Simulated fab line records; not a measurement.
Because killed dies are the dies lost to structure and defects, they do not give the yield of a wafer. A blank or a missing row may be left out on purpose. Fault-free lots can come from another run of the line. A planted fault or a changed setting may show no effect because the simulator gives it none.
Struck lot and sound lot, side by side :: flow sky130 :: 15 out of 708 route steps
Sound: the wafers L519.3, L519.4, L519.6. Wafers L534.1, L534.3, L534.5 were the ones struck. Last of all comes the cause.
Per side, at each step with rows, come the tool, then ch with its chambers, and then its first start. Under that, the readings that differ: sound wafers :: struck wafers :: difference of the means :: sigmas: that difference in standard deviations of wafers without a fault.
alike: words and numbers the same on both sides, and readings whose means are apart by under 2 such deviations; not compared: readings that were withheld, readings missing a value for some wafer, numbers with overlapping values and no deviation given by the record, and bounds like >300 which may hide the same value.
The two part at a step that has a row with sigmas, a row that says differs or no value, or rows on one side only. Numbers that have no deviation but don't overlap get no sigmas and don't part them. A reading missing from all wafers of one side parts the sides only when that side holds two or more wafers.

SKY_METAL2_THK_MEAS_06: measures by xrf.
  sound on film metro-03, day 34 20:38; struck on film metro-04, day 39 20:59
  alike: METAL2_ALCU_THK
then, 8 steps without rows for these wafers: SKY_METAL2_DEHYDRATE_07 (time 60 s); SKY_METAL2_HMDS_08 (prime time 60 s); SKY_METAL2_COAT_09 (resist thk 60 nm); SKY_METAL2_COAT_10 (resist thk 450 nm); SKY_METAL2_SOFTBAKE_11 (time 90 s); SKY_METAL2_EXPOSE_12 (exposes mask MM2, target cd 140 nm); SKY_METAL2_PEB_13; SKY_METAL2_DEVELOP_14 (develop time 60 s).
SKY_METAL2_CD_MEAS_15: target cd 140 nm.
  sound on cd sem-01, day 35 22:59; struck on cd sem-02, day 40 21:20
  alike: cd nm
SKY_METAL2_OVL_MEAS_16:
  sound on overlay-01, day 35 23:04; struck on overlay-02, day 40 21:27
  alike: METAL2_OVL
SKY_METAL2_DESCUM_17: chemistry O2, time 8 s.
  sound on rie metal-01 ch 0,1, day 35 23:07; struck on rie metal-04 ch 0,1, day 40 21:29
  alike: drypump motor current A, oes product au
  not compared: rf hours counter h
SKY_METAL2_ETCH_18: etches BARC in N2/H2, stops on SiO2, time 45.9 s, target depth 60 nm.
  sound on rie metal-01 ch 0,1, day 35 23:09; struck on rie metal-04 ch 0,1, day 40 21:31
reading: bias w (W)
sound: 99.55 99.74 100.09
struck: 106.06 105.80 105.84
difference: +6.11
sigmas: +21
  alike: drypump motor current A, oes product au, throttle valve pct
  not compared: rf hours counter h
SKY_METAL2_METAL_ETCH_19: etches the open film in Cl2/BCl3, stops on SiO2, target depth 360 nm, time 78 s.
  sound on rie metal-01 ch 0,1, day 35 23:13; struck on rie metal-04 ch 0,1, day 40 21:35
reading: throttle valve pct (%)
sound: 22.256 22.249 22.257
struck: 22.269 22.275 22.269
difference: +0.017
sigmas: +2
  alike: bias w, drypump motor current A, oes product au
  not compared: rf hours counter h
SKY_PAD_OPEN_PROBE_99:
  the record holds rows for the sound wafers here (prober-02, day 46 11:46) but none for the struck ones

WHERE THEY PART
Last at SKY_PAD_OPEN_PROBE_99 as far as this record goes, first at SKY_METAL2_ETCH_18.

WHY: what had been put in by the simulator
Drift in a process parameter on rie metal-04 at SKY_METAL2_ETCH_18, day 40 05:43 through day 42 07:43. Setting bias w shifted by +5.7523 from 100. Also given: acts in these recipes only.
